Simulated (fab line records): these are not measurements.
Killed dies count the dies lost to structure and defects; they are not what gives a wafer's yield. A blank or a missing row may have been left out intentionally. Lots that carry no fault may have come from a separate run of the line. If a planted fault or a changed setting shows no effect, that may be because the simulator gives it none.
A single fault, viewed from 2 desks || flow gf180mcu || every desk sees just its own numbers, and what lay behind them comes last

## FOR THE TOOL OWNER'S DESK: furnace-01
The tool's own readings at GF_DUAL_GATE_OXIDATION_15 (stabilise 600 s, purge 300 s, target thk 7.098 nm): means of the sampled wafers that have a number, for each lot that ran on this tool. The brackets show how far a lot's mean lies from the usual mean; more than 4 standard deviations puts the lot out of limits, marked OUT. Of its 8 readings 7 are shown: the one that was out of limits first, and those that lie furthest out on some lot.
Columns: A = spike tc bottom C at GF_DUAL_GATE_OXIDATION_15, usual 868.3 C; B = spike tc centre C at GF_DUAL_GATE_OXIDATION_15, usual 850.6 C; C = spike tc lower C at GF_DUAL_GATE_OXIDATION_15, usual 851.2 C; D = spike tc top C at GF_DUAL_GATE_OXIDATION_15, usual 866.1 C; E = spike tc upper C at GF_DUAL_GATE_OXIDATION_15, usual 849.2 C; F = tube center temp C at GF_DUAL_GATE_OXIDATION_15, usual 850 C; G = tube_center_temp_C_max at GF_DUAL_GATE_OXIDATION_15, usual 852.2
{"lot": "L667", "first seen here": "day 9 06:04", "A": 867.0, "B": 850.5, "C": 851.0, "D": 867.7, "E": 848.9, "F": 850, "G": 852.1}
{"lot": "L684", "first seen here": "day 14 02:27", "A": "876.1 (+5.2) OUT", "B": "859.1 (+8.9) OUT", "C": "858.8 (+7.8) OUT", "D": "873.7 (+6.3) OUT", "E": "856.6 (+6.8) OUT", "F": "858 (+99 or more) OUT", "G": "860.3 (+22) OUT"}
{"lot": "L686", "first seen here": "day 15 03:55", "A": "875.1 (+4.5) OUT", "B": "858.9 (+8.6) OUT", "C": "858.8 (+7.8) OUT", "D": "874.4 (+6.9) OUT", "E": "856.9 (+7.0) OUT", "F": "858 (+99 or more) OUT", "G": "860.0 (+21) OUT"}
This desk's finding: out of limits on L684, L686; first on L684, day 14 02:27 (spike tc bottom C at GF_DUAL_GATE_OXIDATION_15). In limits: L667.

## FROM THE METROLOGY DESK
What the gauges read for every lot (on any tool): the sampled wafers with a number, averaged. The brackets show how far a lot's mean lies from the usual mean; more than 4 standard deviations puts the lot out of limits, marked OUT.
Columns: A = DUAL_GATE_OXIDATION_00_THK at GF_DUAL_GATE_THK_MEAS_03, usual 10.93 nm; B = DUAL_GATE_OVL at GF_DUAL_GATE_OVL_MEAS_11, usual -1.0 nm
{"lot": "L667", "first seen here": "day 8 13:06", "A": 11.06, "B": -1.2}
{"lot": "L671", "first seen here": "day 9 15:58", "A": 11.30, "B": -3.7}
{"lot": "L683", "first seen here": "day 13 01:29", "A": 11.26, "B": 0.0}
{"lot": "L684", "first seen here": "day 13 05:47", "A": 10.82, "B": -1.5}
{"lot": "L686", "first seen here": "day 14 06:20", "A": 10.67, "B": -0.4}
{"lot": "L687", "first seen here": "day 14 07:57", "A": 10.91, "B": -1.1}
Finding of this desk: none of the 6 lots has anything out of limits.

## TAKEN TOGETHER
An alarm could have come from the tool owner's desk at day 14 02:27, on L684, L686.
At the metrology desk, nothing out of limits was observed.
The metrology desk holds a record of L684, L686, inside its limits.
Every lot named ran GF_DUAL_GATE_OXIDATION_15 on furnace-01.

## WHAT THE SIMULATOR PUT IN
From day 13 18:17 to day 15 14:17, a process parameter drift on furnace-01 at GF_DUAL_GATE_OXIDATION_15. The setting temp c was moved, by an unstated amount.
Struck lots among those shown: L684, L686.
Time in hours from fault onset to the first out-of-limits reading at each desk: the tool owner's desk, 8.
